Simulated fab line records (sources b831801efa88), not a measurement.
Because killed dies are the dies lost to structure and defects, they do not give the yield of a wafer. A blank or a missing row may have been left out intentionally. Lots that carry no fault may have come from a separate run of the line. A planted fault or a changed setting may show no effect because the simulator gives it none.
Struck lot and sound lot, side by side :: flow sky130 :: 18 steps out of a route of 708
Sound: wafers L389.3, L389.4, L389.6. The struck wafers were L387.1, L387.2, L387.3. At the end, the cause is stated.
For every step that has rows: the tool of each side, followed by ch and its chambers, followed by its first start. Under that, the readings that differ: sound wafers :: struck wafers :: difference of the means :: sigmas: that difference in standard deviations of wafers without a fault.
alike: words and numbers the same on both sides, and readings whose means are apart by under 2 such deviations; not compared: readings that were withheld, readings missing a value for some wafer, numbers with overlapping values and no deviation given by the record, and bounds like >300 which may hide the same value.
A row with sigmas, a row that says differs or no value, or rows on one side alone: a step with any of these is where the two part. Non-overlapping numbers with no deviation appear without sigmas and do not part them. A reading missing from all wafers of one side parts the sides only when that side holds two or more wafers.

first, 4 steps without rows for these wafers: SKY_VT_ADJUST_LVTN_SOFTBAKE_03; SKY_VT_ADJUST_LVTN_EXPOSE_04 (exposes mask NWM COMPLEMENT LESS NATIVE, target cd 840 nm); SKY_VT_ADJUST_LVTN_PEB_05; SKY_VT_ADJUST_LVTN_DEVELOP_06 (develop time 60 s).
SKY_VT_ADJUST_LVTN_OVL_MEAS_07:
  struck on overlay-02, day 10 21:18; sound on overlay-01, day 11 06:50
  alike: VT_ADJUST_LVTN_OVL
then, 1 step without rows for these wafers: SKY_VT_ADJUST_LVTN_IMPLANT_08.
SKY_VT_ADJUST_LVTN_STRIP_09: strips in O2/N2.
  sound on plasmaAsher-02 ch 0,1, day 11 07:03; struck on plasmaAsher-02 ch 0,1, day 10 21:29
  alike: drypumpMotorCurrentA, oesProductAu, stripTimeToEndpointS
  not compared: rfHoursCounterH
SKY_VT_ADJUST_LVTN_TW_MEAS_10:
  struck on filmMetro-01, day 10 21:35; sound on filmMetro-01, day 11 07:08
  alike: VT_ADJUST_LVTN_TW
then, 4 steps without rows for these wafers: SKY_VT_ADJUST_LVTN_DEHYDRATE_11 (time 60 s); SKY_VT_ADJUST_LVTN_HMDS_12 (prime time 60 s); SKY_VT_ADJUST_LVTN_COAT_13 (resist thk 1140 nm); SKY_VT_ADJUST_LVTN_SOFTBAKE_14 (time 60 s).
SKY_VT_ADJUST_LVTN_EXPOSE_15: exposes mask HVN STD DERIVED, target cd 600 nm.
  sound on ilineStepper-01 ch 0, day 11 19:20; struck on ilineStepper-02 ch 0, day 11 08:53
reading: model.VT_ADJUST_LVTN.overlayXNm (nm)
sound: 0.2512 0.2512 0.2512
struck: 227.9 227.9 227.9
difference: +227.6
sigmas: 
  alike: mask
then, 2 steps without rows for these wafers: SKY_VT_ADJUST_LVTN_PEB_16; SKY_VT_ADJUST_LVTN_DEVELOP_17 (develop time 60 s).
SKY_VT_ADJUST_LVTN_OVL_MEAS_18:
  struck on overlay-02, day 11 20:42; sound on overlay-01, day 12 07:02
reading: VT_ADJUST_LVTN_01_OVL (nm)
sound: -0.5 -2.7 0.0
struck: 224.0 224.7 226.3
difference: +226.1
sigmas: +99 or more
then, 1 step without rows for these wafers: SKY_VT_ADJUST_LVTN_IMPLANT_19.
-- here the record skips 37 days between the struck wafers' starts before and after, leaving off in module VT_ADJUST_LVTN and picking up in module PAD_OPEN (first step shown: number 708 of the route) --
SKY_PAD_OPEN_PROBE_99:
  struck on prober-02, day 49 07:23; sound on prober-02, day 49 17:30
reading: killed_at_M0_to_M3
sound: 40 41 40
struck: 62 49 54
difference: +15
sigmas: +2

reading: model.etest.nfetG5v0d10v5.vtSatV (V)
sound: 0.7579 0.7702 0.7557
struck: 0.7442 0.7531 0.7483
difference: -0.0127
sigmas: 
  alike: killed_at_M4_up, killedAtContacts, killedAtFrontEnd, killedAtOther, killedDies, killedOpen, killedShort
  not compared: model.etest.nfetG5v0d10v5.vtV, model.etest.nfet_16v.vtV

WHERE THEY PART
At SKY_VT_ADJUST_LVTN_OVL_MEAS_18 first; at SKY_PAD_OPEN_PROBE_99 last (within this record only).

WHY: what had been put in by the simulator
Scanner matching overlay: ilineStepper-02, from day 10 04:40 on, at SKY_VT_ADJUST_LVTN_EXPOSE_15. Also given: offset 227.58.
